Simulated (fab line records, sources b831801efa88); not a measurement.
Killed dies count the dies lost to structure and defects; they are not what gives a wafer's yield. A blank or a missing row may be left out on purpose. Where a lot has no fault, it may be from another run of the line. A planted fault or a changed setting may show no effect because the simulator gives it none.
Chamber matching    flow sky130    4 sister chambers for SKY_LI_CONTACT_CMP_24 on cmp-01
The step polishes, stops on PSG, t overpolish 20 s, target thk 0 nm. 14 wafers are shown with their chamber, then 6 later ones without.

WAFERS WITH THEIR CHAMBER
wafer   chamber  motor-current-A (A)  time-to-endpoint-s (s)  overpolish-run-s (s)
L168.1  3        12.0                 98                      19.994
L168.2  2        8.2                  86                      20.011
L168.3  1        13.7                 92                      20.004
L172.1  0        11.8                 90                      19.992
L172.2  3        11.8                 92                      20.001
L172.6  3        11.6                 95                      19.988
L173.1  2        8.2                  87                      20.004
L173.3  3        12.2                 94                      20.001
L173.6  3        11.4                 94                      19.990
L174.3  1        13.4                 95                      20.005
L174.4  3        12.7                 98                      20.000
L174.5  3        12.2                 95                      20.016
L176.1  1        14.0                 90                      20.014
L176.4  2        7.9                  84                      19.999

SIGNATURES (averages over the wafers above)
reading             chamber 0  chamber 1  chamber 2  chamber 3  scatter within a chamber
motor-current-A     11.800     13.700     8.100      11.986     0.37
time-to-endpoint-s  90.00      92.33      85.67      95.14      2.15
overpolish-run-s    19.99200   20.00767   20.00467   19.99857   0.00811
Rule: for a wafer and a chamber, the distance is found by dividing, reading by reading, the gap between the wafer's reading and the chamber's mean by the reading's scatter, squaring, summing and taking the root. If the next closest chamber is less than 2 further off than the closest, the wafer can't be placed; otherwise it belongs to the closest. The scatter: take each reading less its chamber's mean, square it, sum over the shown wafers, divide by the number of wafers less the number of chambers, and take the root.

WAFERS WITH NO CHAMBER GIVEN
wafer   motor-current-A (A)  time-to-endpoint-s (s)  overpolish-run-s (s)
L176.5  8.2                  87                      20.001
L183.2  13.3                 94                      20.011
L183.6  12.0                 92                      20.012
L184.1  8.0                  90                      20.005
L184.3  11.8                 91                      19.987
L184.5  13.6                 91                      20.005

CHAMBER TAKEN BY EACH
wafer   from the rows above      in truth
L176.5  2                        2
L183.2  1                        1
L183.6  can't be placed: 3 or 0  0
L184.1  2                        2
L184.3  can't be placed: 0 or 3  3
L184.5  1                        1
Correct placement for 4 of the 6. Unplaceable from these rows: 2, with the true chamber sitting among the candidates in 2. Placed wrongly: 0.
